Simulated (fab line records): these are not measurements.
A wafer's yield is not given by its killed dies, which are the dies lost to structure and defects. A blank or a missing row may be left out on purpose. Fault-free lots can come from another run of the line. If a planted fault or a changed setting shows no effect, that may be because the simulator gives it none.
The tool behind it: which one?    flow sky130    13 lots, 39 wafers sampled, at 5 steps of a route of 708

WHAT EACH GAUGE READ, for each wafer
Not one reading of a measure or inspect step in the record can be checked against a usual standard deviation.

WHICH TOOL RAN EACH LOT (tool, then ch and the chambers of the sampled wafers, then the start)
lot   SKY_LI_CONTACT_HDPCVD_00          SKY_METAL4_ETCH_16                 SKY_METAL4_ETCH_17                  SKY_METAL5_SPUTTER_04         SKY_PAD_OPEN_PROBE_99
L620  hdpcvd-02 ch 0,2, day 27 23:27    rie_metal-04 ch 0,1, day 41 22:13  rie_diel-04 ch 0,2, day 41 22:18    pvd_sputter-04, day 43 01:07  -
L621  hdpcvd-02 ch 0,1,2, day 28 10:17  rie_metal-04 ch 0,1, day 42 09:22  rie_diel-04 ch 0,1,3, day 42 09:27  pvd_sputter-03, day 43 12:18  -
L622  hdpcvd-02 ch 0,2, day 28 20:23    rie_metal-04 ch 0,1, day 42 14:56  rie_diel-01 ch 0,1,2, day 42 15:01  pvd_sputter-02, day 43 17:56  -
L623  hdpcvd-02 ch 0,1,2, day 29 04:06  rie_metal-03 ch 0,1, day 42 21:31  rie_diel-03 ch 1,2,3, day 42 21:37  pvd_sputter-04, day 43 23:38  -
L624  hdpcvd-02 ch 0,1,2, day 29 16:43  rie_metal-03 ch 0,1, day 43 08:42  rie_diel-03 ch 1,2,3, day 43 08:46  pvd_sputter-03, day 44 10:53  -
L629  hdpcvd-02 ch 0,1,2, day 31 18:00  rie_metal-02 ch 0, day 45 00:02    rie_diel-01 ch 0,2, day 45 00:14    pvd_sputter-03, day 46 00:05  -
L630  hdpcvd-01 ch 0,1,2, day 31 18:16  rie_metal-04 ch 0,1, day 45 01:49  rie_diel-01 ch 0,1, day 45 01:55    pvd_sputter-04, day 46 01:39  prober-02, day 48 16:30
L631  hdpcvd-01 ch 1,2, day 31 22:59    rie_metal-03 ch 0,1, day 45 05:41  rie_diel-01 ch 1,2,3, day 45 05:46  pvd_sputter-02, day 46 05:28  prober-01, day 48 19:28
L636  hdpcvd-02 ch 0,2, day 33 13:23    rie_metal-04 ch 0,1, day 46 13:17  rie_diel-01 ch 0,1, day 46 13:22    pvd_sputter-03, day 47 12:30  -
L635  hdpcvd-02 ch 0,1,2, day 33 14:42  rie_metal-02 ch 0,1, day 46 12:49  rie_diel-03 ch 0,3, day 46 12:55    pvd_sputter-02, day 47 12:04  -
L640  hdpcvd-02 ch 0,1,2, day 34 16:21  rie_metal-04 ch 0, day 47 10:37    rie_diel-03 ch 1,2,3, day 47 10:45  pvd_sputter-04, day 48 09:12  -
L642  hdpcvd-02 ch 0,2, day 35 10:13    rie_metal-03 ch 0,1, day 47 20:13  rie_diel-04 ch 0,2, day 47 20:19    pvd_sputter-02, day 48 18:23  -
L643  hdpcvd-02 ch 0,1,2, day 35 11:44  rie_metal-02 ch 0,1, day 47 21:46  rie_diel-01 ch 0,1,2, day 47 21:52  pvd_sputter-03, day 48 20:13  -
- SKY_LI_CONTACT_HDPCVD_00: deposits PSG, target thk 930 nm, time 155 s.
- SKY_METAL4_ETCH_16: etches BARC in N2/H2, stops on SiO2, time 88.2 s, target depth 60 nm.
- SKY_METAL4_ETCH_17: etches SiO2 in C4F8/O2/Ar, stops on TiN, time 3.9 s, target depth 15 nm.
- SKY_METAL5_SPUTTER_04: material TiN, target thk 70 nm, time 58.3 s.
- SKY_PAD_OPEN_PROBE_99

WHAT THE TOOLS THEMSELVES READ (means of the sampled wafers that have a number; where no wafer has one, the mark that the record gives instead)
SKY_METAL4_ETCH_16. Usual: drypump_motor_current_A 5.6 A, standard deviation 0.35; he_backside_leak_sccm 3.4 sccm, standard deviation 0.37; oes_product_au 0.625 a.u., standard deviation 0.0047; rf_fwd_power_W 496.8 W, standard deviation 1.8; throttle_valve_pct 13.205 %, standard deviation 0.0086.
lot   tool          drypump_motor_current_A (A)  he_backside_leak_sccm (sccm)  oes_product_au (a.u.)  rf_fwd_power_W (W)  throttle_valve_pct (%)  flag
L620  rie_metal-04  5.5                          3.5                           0.626                  495.9               13.210                  
L621  rie_metal-04  5.5                          3.4                           0.626                  496.4               13.203                  
L622  rie_metal-04  5.5                          3.7                           0.625                  496.7               13.199                  
L623  rie_metal-03  5.5                          3.4                           0.620                  497.1               13.202                  
L624  rie_metal-03  5.4                          3.4                           0.627                  497.9               13.206                  
L629  rie_metal-02  6.2                          3.2                           0.628                  496.7               13.204                  
L630  rie_metal-04  5.6                          3.8                           0.628                  497.4               13.198                  
L631  rie_metal-03  5.5                          2.9                           0.629                  496.6               13.206                  
L636  rie_metal-04  5.5                          3.3                           0.626                  496.8               13.197                  
L635  rie_metal-02  5.6                          3.4                           0.625                  496.7               13.214                  
L640  rie_metal-04  5.4                          3.8                           0.626                  496.0               13.194                  
L642  rie_metal-03  5.4                          3.3                           0.623                  495.2               13.215                  
L643  rie_metal-02  5.9                          3.4                           0.625                  497.9               13.200                  

SKY_METAL4_ETCH_17. Usual: oes_product_au 0.755 a.u., standard deviation 0.0082; rf_fwd_power_W 1470 W, standard deviation 8.2.
lot   tool         oes_product_au (a.u.)  rf_fwd_power_W (W)  flag
L620  rie_diel-04  0.757                  1476                
L621  rie_diel-04  0.740                  1477                
L622  rie_diel-01  0.744                  1464                
L623  rie_diel-03  0.755                  1464                
L624  rie_diel-03  0.765                  1468                
L629  rie_diel-01  0.753                  1464                
L630  rie_diel-01  0.764                  1463                
L631  rie_diel-01  0.752                  1473                
L636  rie_diel-01  0.762                  1468                
L635  rie_diel-03  0.756                  1470                
L640  rie_diel-03  0.750                  1471                
L642  rie_diel-04  0.747                  1467                
L643  rie_diel-01  0.750                  1469                

SKY_METAL5_SPUTTER_04. Usual: throttle_valve_pct 29.9 %, standard deviation 0.66.
lot   tool            throttle_valve_pct (%)  flag
L620  pvd_sputter-04  29.5                    
L621  pvd_sputter-03  30.0                    
L622  pvd_sputter-02  30.2                    
L623  pvd_sputter-04  28.8                    
L624  pvd_sputter-03  30.0                    
L629  pvd_sputter-03  29.9                    
L630  pvd_sputter-04  29.2                    
L631  pvd_sputter-02  29.7                    
L636  pvd_sputter-03  30.0                    
L635  pvd_sputter-02  30.2                    
L640  pvd_sputter-04  29.0                    
L642  pvd_sputter-02  29.9                    
L643  pvd_sputter-03  29.6                    

SKY_PAD_OPEN_PROBE_99. Usual: killed_at_M0_to_M3 44, standard deviation 7.3; killed_at_M4_up 3.3, standard deviation 1.8; killed_at_contacts 24, standard deviation 5.3; killed_at_front_end 16, standard deviation 5; killed_at_other 0.2, standard deviation 0.51; killed_dies 87, standard deviation 10; killed_open 47, standard deviation 7.5; killed_short 40, standard deviation 6.3.
lot   tool       killed_at_M0_to_M3  killed_at_M4_up  killed_at_contacts  killed_at_front_end  killed_at_other  killed_dies  killed_open  killed_short  flag
L630  prober-02  40                  4.0              46                  17                   0.0              107          41           38            OFF
L631  prober-01  43                  2.3              54                  13                   0.0              112          39           40            OFF

THE ANSWER, worked out from the rows above alone
Rule: a lot counts as off when the mean over its wafers that have a number is more than 3 standard deviations away from the usual mean. A lot without any number at a reading at which 4 lots or more have one is off too. The other lots that the step has rows for count as sound. First the gauges in route order, then the tools' own readings, where a lot's mean is used as printed above. At the first step where some lot is off, the reading lying furthest off is the one used; lots without a number count as furthest.
Off, at SKY_PAD_OPEN_PROBE_99 on killed_at_contacts: L630, L631. Neither off nor sound, because the step has no rows for them: L620, L621, L622, L623, L624, L629, L636, L635, L640, L642, L643.
If a tool, at that step or one of the process steps before it, ran each lot that is off and ran no sound lot following the first of them, it fits. Undecided on this evidence; 2 tools fit (hdpcvd-01 at SKY_LI_CONTACT_HDPCVD_00, rie_diel-01 at SKY_METAL4_ETCH_17).

WHAT THE SIMULATOR HAD PUT IN
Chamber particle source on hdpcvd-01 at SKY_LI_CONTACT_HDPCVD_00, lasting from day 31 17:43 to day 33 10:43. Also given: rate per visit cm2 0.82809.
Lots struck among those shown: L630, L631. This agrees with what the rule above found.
